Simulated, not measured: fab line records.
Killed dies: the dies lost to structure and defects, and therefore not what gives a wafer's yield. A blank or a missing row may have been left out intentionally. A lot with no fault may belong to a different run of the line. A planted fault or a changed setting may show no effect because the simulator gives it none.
fab line records | flow gf180mcu
record lots=11 wafers=33 last-day=34
route steps=602 shown HV_LDD@187 NSD@244 PSD@261
lots that met no fault: from a run of the same line without faults
start-h: hours from the record's first day to the start of the lot's first wafer shown | wait-h: hours since the lot's step before | " as in the row above | L1.1+2: a single row standing in for several wafers | - value missing, or start not given | * or withheld: withheld | < > ~ a bound
route shown NAME@n: a module of which the file shows steps, and the number in the route of the first | usual: mean/standard deviation taken from wafers without a fault | same: alike in all rows | chamber/n: place in a boat | sites: readings site by site | _std_site: the values' standard deviation | _edge_site: inner sites' mean taken away from outer sites' mean | radius-mm: how far each site lies from the wafer's centre | mask NAME#n: copy n | behind: the most recent tool/chamber to have shaped the wafer | hold: what put the lot on hold/how long, in hours/how the hold closed | device: transistor that didn't switch, given as n, p or np | end of line: the route-end tests of the same wafers | a step with no rows: only its recipe | killed: count of dies lost to structure and defects at first sort (not the wafer's yield) | map: a wafer's dies, marking killed ones x, the rest . and places with no die _
set.NAME: the setting the step ran with; set.NAME@STEP: the setting that earlier step ran with | model.NAME: the simulator's own value behind a step, which no gauge read
one table for each step of the route and one row for each wafer, over a sample of lots
services: from which hour (start-h, from the record's first day; less than 0 if before it) a tool's chamber was out of use, for how many hours, and why
## steps
# step GF_HV_LDD_TW_MEAS_11
# usual HV_LDD_TW=2413/17
# columns lot.wafer tool chamber start-h wait-h HV_LDD_TW
L620.2 film-metro-02 - 216.89 0.1 2393
L620.3 " - " " 2395
L620.5 " - " " 2406
L621.2 film-metro-02 - 224.32 0.1 2407
L621.3 " - " " 2392
L621.6 " - " " 2394
L628.2 film-metro-02 - 274.63 0.1 2387
L628.4 " - " " 2403
L628.6 " - " " 2408
L630.1 film-metro-03 - 288.02 0.1 2426
L630.2 " - " " 2421
L630.6 " - " " 2441
L631.3 film-metro-02 - 299.08 0.1 2394
L631.5 " - " " 2396
L631.6 " - " " 2407
L632.2 film-metro-02 - 305.23 0.1 2399
L632.5 " - " " 2391
L632.6 " - " " 2404
L633.1 film-metro-02 - 319.08 0.1 2399
L633.4 " - " " 2396
L633.6 " - " " 2394
L637.1 film-metro-03 - 341.47 0.1 2428
L637.2 " - " " 2439
L637.3 " - " " 2415
L638.2 film-metro-04 - 347.12 0.1 2430
L638.4 " - " " 2432
L638.6 " - " " 2433
L639.2 film-metro-02 - 353.67 0.1 2398
L639.5 " - " " 2416
L639.6 " - " " 2398
L643.2 film-metro-03 - 390.73 0.1 2434
L643.3 " - " " 2441
L643.4 " - " " 2435
# step GF_HV_LDD_CD_MEAS_19
# recipe target-cd-nm=400
# usual cd-nm=400.4/2.4
# columns lot.wafer tool chamber start-h wait-h cd-nm
L620.2 cd-sem-01 - 234.27 0.1 400.7
L620.3 " - " " 401.4
L620.5 " - " " 399.2
L621.2 cd-sem-01 - 242.30 0.1 397.0
L621.3 " - " " 398.8
L621.6 " - " " 398.4
L628.2 cd-sem-01 - 294.58 0.1 403.3
L628.4 " - " " 402.9
L628.6 " - " " 400.8
L630.1 cd-sem-01 - 307.63 0.1 400.1
L630.2 " - " " 398.8
L630.6 " - " " 397.3
L631.3 cd-sem-01 - 319.55 0.1 402.0
L631.5 " - " " 400.5
L631.6 " - " " 400.8
L632.2 cd-sem-02 - 325.53 0.1 398.5
L632.5 " - " " 397.5
L632.6 " - " " 397.6
L633.1 cd-sem-02 - 340.11 0.1 401.8
L633.4 " - " " 402.6
L633.6 " - " " 400.0
L637.1 cd-sem-02 - 363.03 0.1 399.3
L637.2 " - " " 400.8
L637.3 " - " " 400.2
L638.2 cd-sem-01 - 368.60 0.1 398.3
L638.4 " - " " 394.8
L638.6 " - " " 397.6
L639.2 cd-sem-01 - 375.93 0.1 396.1
L639.5 " - " " 395.3
L639.6 " - " " 397.2
L643.2 cd-sem-02 - 413.97 0.1 401.0
L643.3 " - " " 400.9
L643.4 " - " " 403.6
# step GF_NSD_IMPLANT_09
# recipe species=As energy-kev=60 dose-cm2=4e+15 tilt-deg=7
# usual beam-energy-keV=60.001/0.017 beam-on-s=17.9/1.6 dose-ions-cm2=4e+15/4.3e+12
# columns lot.wafer tool chamber start-h wait-h beam-energy-keV beam-on-s dose-ions-cm2
L620.2 implanter-04 0 296.37 0.0 60.013 15.5 3.999e+15
L620.3 " 0 " " 60.015 15.8 3.997e+15
L620.5 " 0 " " 60.008 15.8 4.001e+15
L621.2 implanter-03 0 305.89 0.0 59.957 17.6 4.002e+15
L621.3 " 0 " " 59.989 17.2 4.003e+15
L621.6 " 0 " " 60.004 17.7 4.001e+15
L628.2 implanter-04 0 362.09 0.0 59.994 16.2 4.004e+15
L628.4 " 0 " " 59.979 15.8 3.999e+15
L628.6 " 0 " " 59.983 15.9 4.004e+15
L630.1 implanter-04 0 376.33 0.0 60.005 16.1 4.003e+15
L630.2 " 0 " " 60.008 16.1 4.002e+15
L630.6 " 0 " " 60.016 15.9 4.003e+15
L631.3 implanter-03 0 391.42 0.1 60.000 17.6 3.989e+15
L631.5 " 0 " " 59.970 17.5 3.994e+15
L631.6 " 0 " " 59.982 17.8 3.992e+15
L632.2 implanter-03 0 397.81 0.0 60.002 17.4 3.996e+15
L632.5 " 0 " " 60.033 18.1 3.997e+15
L632.6 " 0 " " 60.005 18.4 3.994e+15
L633.1 implanter-03 0 414.82 0.0 59.999 18.0 3.999e+15
L633.4 " 0 " " 59.974 17.3 4.002e+15
L633.6 " 0 " " 59.993 18.0 3.994e+15
L637.1 implanter-01 0 438.29 0.0 60.022 20.8 3.999e+15
L637.2 " 0 " " 60.018 20.2 4.003e+15
L637.3 " 0 " " 60.001 21.1 3.999e+15
L638.2 implanter-03 0 443.69 0.0 60.039 22.8 5.366e+15
L638.4 " 0 " " 60.026 24.1 5.362e+15
L638.6 " 0 " " 60.004 23.9 5.364e+15
L639.2 implanter-03 0 451.86 0.0 60.021 23.7 5.358e+15
L639.5 " 0 " " 60.001 23.4 5.367e+15
L639.6 " 0 " " 59.986 23.2 5.362e+15
L643.2 implanter-01 0 491.61 0.0 59.989 20.5 3.997e+15
L643.3 " 0 " " 59.994 20.2 4.001e+15
L643.4 " 0 " " 60.011 20.0 3.996e+15
# step GF_NSD_STRIP_11
# recipe chemistry=O2/N2 power-w=1400 pressure-mtorr=1500 platen-temp-c=250 o2-flow-sccm=3000 n2-flow-sccm=300 overash-fraction=0.5
# usual drypump-motor-current-A=5.5/0.37 heater-power-w=335/19 oes-product-au=0.487/0.005 strip-time-to-endpoint-s=22.97/0.032
# columns lot.wafer tool chamber start-h wait-h drypump-motor-current-A heater-power-w oes-product-au rf-hours-counter-h strip-time-to-endpoint-s
L620.2 plasma-asher-01 1 296.64 0.1 5.1 363 0.484 65 22.97
L620.3 " 1 " " 5.1 369 0.486 - 22.96
L620.5 " 1 " " 5.1 357 0.485 - 22.96
L621.2 plasma-asher-01 1 306.17 0.1 5.1 357 0.483 66 22.96
L621.3 " 0 " " 5.2 352 0.492 - 22.94
L621.6 " 1 " " 5.1 364 0.500 - 22.97
L628.2 plasma-asher-02 0 362.37 0.1 5.4 320 0.491 27 22.96
L628.4 " 0 " " 5.4 317 0.490 - 22.98
L628.6 " 0 " " 5.4 321 0.495 - 23.03
L630.1 plasma-asher-02 1 376.63 0.1 6.0 309 0.481 29 22.96
L630.2 " 0 " " 5.4 316 0.484 29 22.97
L630.6 " 1 " " 6.0 313 0.493 - 22.96
L631.3 plasma-asher-03 0 391.70 0.1 6.1 316 0.494 - 22.95
L631.5 " 0 " " 6.1 315 0.490 - 23.00
L631.6 " 1 " " 5.5 342 0.484 - 23.01
L632.2 plasma-asher-01 1 398.09 0.1 5.1 356 0.490 76 22.95
L632.5 " 1 " " 5.1 362 0.483 - 22.98
L632.6 " 0 " " 5.2 354 0.489 - 22.93
L633.1 plasma-asher-02 1 415.12 0.1 6.0 320 0.499 33 22.96
L633.4 " 0 " " 5.4 315 0.486 - 22.96
L633.6 " 1 " " 6.0 317 0.483 - 22.91
L637.1 plasma-asher-03 1 438.59 0.1 5.5 339 0.483 62 22.98
L637.2 " 0 " " 6.1 321 0.487 62 22.99
L637.3 " 0 " " 6.1 329 0.478 - 22.97
L638.2 plasma-asher-03 0 443.97 0.1 6.1 327 0.472 63 23.74
L638.4 " 1 " " 5.5 339 0.478 - 23.77
L638.6 " 1 " " 5.5 344 0.473 - 23.75
L639.2 plasma-asher-01 1 452.13 0.1 5.1 369 0.476 2 23.80
L639.5 " 1 " " 5.1 367 0.476 - 23.80
L639.6 " 0 " " 5.2 334 0.485 - 23.80
L643.2 plasma-asher-01 1 491.89 0.1 5.1 368 0.497 7 22.93
L643.3 " 1 " " 5.1 368 0.488 - 22.96
L643.4 " 0 " " 5.2 342 0.484 - 22.94
# step GF_PSD_RTA_13
# recipe temp-c=1025 time-s=20 ambient=N2
# usual anneal-temp-c-max=1029.9/1 lamp-power-pct=34/3.6 wafer_temp_C_max=1030.2/2.3
# columns lot.wafer tool chamber start-h wait-h anneal-temp-c-max lamp-power-pct wafer_temp_C_max
L620.2 rtp-anneal-02 0 317.23 0.0 1030.0 38 1028.2
L620.3 " 0 " " 1028.3 38 1028.6
L620.5 " 0 " " 1031.1 38 1027.5
L621.2 rtp-anneal-01 0 327.11 0.0 1031.4 31 1036.4
L621.3 " 0 " " 1030.3 31 1032.8
L621.6 " 0 " " 1028.9 31 1032.7
L628.2 rtp-anneal-02 0 386.31 0.0 1027.8 38 1027.8
L628.4 " 0 " " 1027.7 38 1028.1
L628.6 " 0 " " 1029.4 38 1027.9
L630.1 rtp-anneal-01 0 400.25 0.0 1029.1 31 1031.6
L630.2 " 0 " " 1029.6 31 1033.0
L630.6 " 0 " " 1030.6 31 1033.1
L631.3 rtp-anneal-02 0 415.37 0.0 1030.1 38 1028.1
L631.5 " 0 " " 1031.6 38 1029.0
L631.6 " 0 " " 1029.7 38 1027.5
L632.2 rtp-anneal-01 0 422.73 0.0 1029.8 31 1032.7
L632.5 " 0 " " 1030.3 31 1034.8
L632.6 " 0 " " 1029.5 31 1031.7
L633.1 rtp-anneal-02 0 439.77 0.0 1029.8 38 1028.0
L633.4 " 0 " " 1028.5 38 1028.6
L633.6 " 0 " " 1028.5 38 1028.2
L637.1 rtp-anneal-02 0 463.15 0.0 1029.6 38 1027.4
L637.2 " 0 " " 1029.6 38 1028.2
L637.3 " 0 " " 1029.2 38 1027.4
L638.2 rtp-anneal-01 0 468.83 0.0 1030.1 31 1030.1
L638.4 " 0 " " 1031.5 31 1031.6
L638.6 " 0 " " 1030.5 31 1030.9
L639.2 rtp-anneal-01 0 476.68 0.0 1031.1 31 1030.3
L639.5 " 0 " " 1029.7 31 1032.4
L639.6 " 0 " " 1029.7 31 1034.3
L643.2 rtp-anneal-01 0 515.23 0.0 1029.1 31 1032.4
L643.3 " 0 " " 1031.1 31 1030.0
L643.4 " 0 " " 1029.6 31 1033.8
# step GF_PSD_RS_MEAS_14
# recipe thk-meas-gauge=four-point-probe
# usual NSD_RS=46.16/0.077
# columns lot.wafer tool chamber start-h wait-h hold NSD_RS[ohm/sq]
L620.2 film-metro-02 - 317.32 0.1 - 46.12
L620.3 " - " " - 46.14
L620.5 " - " " - 46.08
L621.2 film-metro-01 - 327.20 0.1 - 46.13
L621.3 " - " " - 46.24
L621.6 " - " " - 46.31
L628.2 film-metro-03 - 386.40 0.1 - 46.13
L628.4 " - " " - 46.00
L628.6 " - " " - 46.13
L630.1 film-metro-03 - 400.34 0.1 - 46.08
L630.2 " - " " - 46.12
L630.6 " - " " - 46.10
L631.3 film-metro-01 - 415.47 0.1 - 46.15
L631.5 " - " " - 46.19
L631.6 " - " " - 46.22
L632.2 film-metro-02 - 422.81 0.1 - 46.24
L632.5 " - " " - 46.15
L632.6 " - " " - 46.24
L633.1 film-metro-02 - 439.85 0.1 - 46.10
L633.4 " - " " - 46.27
L633.6 " - " " - 46.14
L637.1 film-metro-01 - 463.23 0.1 - 46.07
L637.2 " - " " - 46.11
L637.3 " - " " - 46.00
L638.2 film-metro-01 - 468.92 0.1 await-dispo/0.2h/release 44.88
L638.4 " - " " await-dispo/0.2h/release 44.81
L638.6 " - " " await-dispo/0.2h/release 44.89
L638.2 film-metro-01 - 469.21 0.3 - 44.86
L638.4 " - " " - 44.81
L638.6 " - " " - 44.82
L639.2 film-metro-01 - 476.77 0.1 await-dispo/0.2h/release 44.81
L639.5 " - " " await-dispo/0.2h/release 44.86
L639.6 " - " " await-dispo/0.2h/release 44.81
L639.2 film-metro-01 - 477.06 0.3 - 44.77
L639.5 " - " " - 44.82
L639.6 " - " " - 44.80
L643.2 film-metro-01 - 515.32 0.1 - 46.25
L643.3 " - " " - 46.21
L643.4 " - " " - 46.29
## services
# columns tool chamber start-h hours kind
implanter-01 - 273.30 1.4 repair
implanter-03 - 276.18 3.6 repair
implanter-03 - 283.57 3.5 repair
implanter-01 - 291.21 2.7 repair
implanter-03 - 293.82 6.2 repair
implanter-03 - 345.48 4.1 pm
implanter-03 - 352.72 2.9 repair
plasma-asher-01 - 360.61 4.0 pm
implanter-01 - 384.21 1.2 repair
plasma-asher-03 - 385.95 3.8 repair
plasma-asher-03 - 403.18 14.6 pm
implanter-01 - 410.30 8.2 pm
implanter-04 - 413.88 28.0 pm
plasma-asher-01 - 421.25 9.0 pm
plasma-asher-01 0 421.25 9.0 vent-cycle
plasma-asher-01 1 421.25 9.0 vent-cycle
implanter-01 - 424.25 2.1 repair
plasma-asher-01 0 430.25 - clean
plasma-asher-01 1 430.25 - clean
implanter-01 - 433.82 3.6 repair
rtp-anneal-02 - 434.26 3.4 pm
implanter-04 - 452.80 6.3 repair
plasma-asher-03 - 455.68 0.6 repair
implanter-03 - 492.87 1.2 repair
## key
first-sign step=GF_NSD_IMPLANT_09 reading=dose-ions-cm2 direction=up sigmas=99+ usual=4e+15 struck=5.363e+15
effect step=GF_NSD_IMPLANT_09 reading=beam-on-s direction=up sigmas=3.5 usual=17.9 struck=23.5
effect step=GF_NSD_STRIP_11 reading=strip-time-to-endpoint-s direction=up sigmas=25 usual=* struck=*
effect step=GF_PSD_RS_MEAS_14 reading=visit direction=added
effect step=GF_PSD_RS_MEAS_14 reading=NSD_RS direction=down sigmas=17 usual=46.16 struck=44.84
met-at GF_NSD_IMPLANT_09
struck-lots L638,L639
tester-left-out L638,L639
not-acting-at GF_HV_LDD_TW_MEAS_11,GF_HV_LDD_CD_MEAS_19,GF_PSD_RTA_13
onset-between 414.82 443.69
fault kind=process-parameter-drift tool=implanter-03 chamber=- onset-h=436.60 steps=GF_NSD_IMPLANT_09 channel=dose-cm2 offset=1.3585e+15 shape=step end-h=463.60 acts-in=these-recipes-only stated=4e+15
# tester-left-out: of these lots the tester's yield and bins aren't shown, on N5 and GAA mostly nor the transistor test; their killed dies are dies lost to structure and defects alone, not to doping, threshold or leakage, so they don't give the yield
